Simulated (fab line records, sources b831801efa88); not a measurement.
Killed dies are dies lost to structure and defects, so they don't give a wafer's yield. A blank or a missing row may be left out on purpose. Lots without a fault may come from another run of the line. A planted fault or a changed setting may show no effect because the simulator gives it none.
One fault seen from 2 desks | flow sky130 | each desk has only its own numbers; what lay behind them comes last

THE METROLOGY DESK
What the gauges read, lot by lot, whatever tool the lot ran on: means of the sampled wafers that have a number. A lot is out of limits, marked OUT, if its mean lies more than 4 standard deviations from the usual mean; the brackets give that distance.
Columns: A = METAL2_ALCU_THK at SKY_METAL2_THK_MEAS_06, usual 248.9 nm; B = cd_nm at SKY_METAL2_CD_MEAS_15, usual 140.2 nm; C = METAL2_OVL at SKY_METAL2_OVL_MEAS_16, usual 2 nm
lot  | first seen here | A     | B     | C
L872 | day 34 03:25    | 250.9 | 140.3 | 10
L873 | day 34 12:30    | 246.7 | 139.4 | -1
L880 | day 37 14:44    | 247.3 | 138.9 | 2
L882 | day 37 17:46    | 249.6 | 139.8 | 3
L883 | day 37 22:02    | 251.1 | 142.9 | -2
L886 | day 38 23:46    | 247.6 | 139.0 | 1
L892 | day 40 09:55    | 250.8 | 140.2 | -6
This desk's finding: nothing out of limits on any of the 7 lots.

THE TOOL OWNER'S DESK: rie_metal-04
The tool's own readings at SKY_METAL2_ETCH_18 (etches BARC in N2/H2, stops on SiO2, time 45.9 s, target depth 60 nm): means of the sampled wafers that have a number, for each lot that ran on this tool. A lot is out of limits, marked OUT, if its mean lies more than 4 standard deviations from the usual mean; the brackets give that distance.
Columns: A = drypump_motor_current_A at SKY_METAL2_ETCH_18, usual 5.57 A; B = oes_product_au at SKY_METAL2_ETCH_18, usual 0.854 a.u.; C = run_length_s at SKY_METAL2_ETCH_18, usual 74.30 s; D = throttle_valve_pct at SKY_METAL2_ETCH_18, usual 13.225 %
lot  | first seen here | A    | B               | C               | D
L873 | day 35 15:32    | 5.58 | 0.853           | 74.26           | 13.238
L880 | day 38 16:06    | 5.51 | 0.990 (+30) OUT | 66.50 (-30) OUT | 13.229
L882 | day 38 19:19    | 5.68 | 1.003 (+32) OUT | 66.33 (-31) OUT | 13.240
L883 | day 38 23:59    | 5.49 | 0.991 (+30) OUT | 66.21 (-31) OUT | 13.240
This desk's finding: out of limits on L880, L882, L883; first on L880, day 38 16:06 (oes_product_au at SKY_METAL2_ETCH_18). In limits: L873.

PUT TOGETHER
The tool owner's desk could have raised an alarm at day 38 16:06, on L880, L882, L883.
The metrology desk saw nothing out of limits.
The metrology desk has L880, L882, L883 on record, within its limits.
Of the lots named, all ran SKY_METAL2_ETCH_18 on rie_metal-04.

WHAT THE SIMULATOR HAD PUT IN
Process parameter drift: rie_metal-04, from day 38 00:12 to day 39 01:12, at SKY_METAL2_ETCH_18. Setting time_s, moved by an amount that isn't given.
Lots struck among those shown: L880, L882, L883.
Hours from the fault's start to each desk's first reading out of limits: the tool owner's desk, 16.
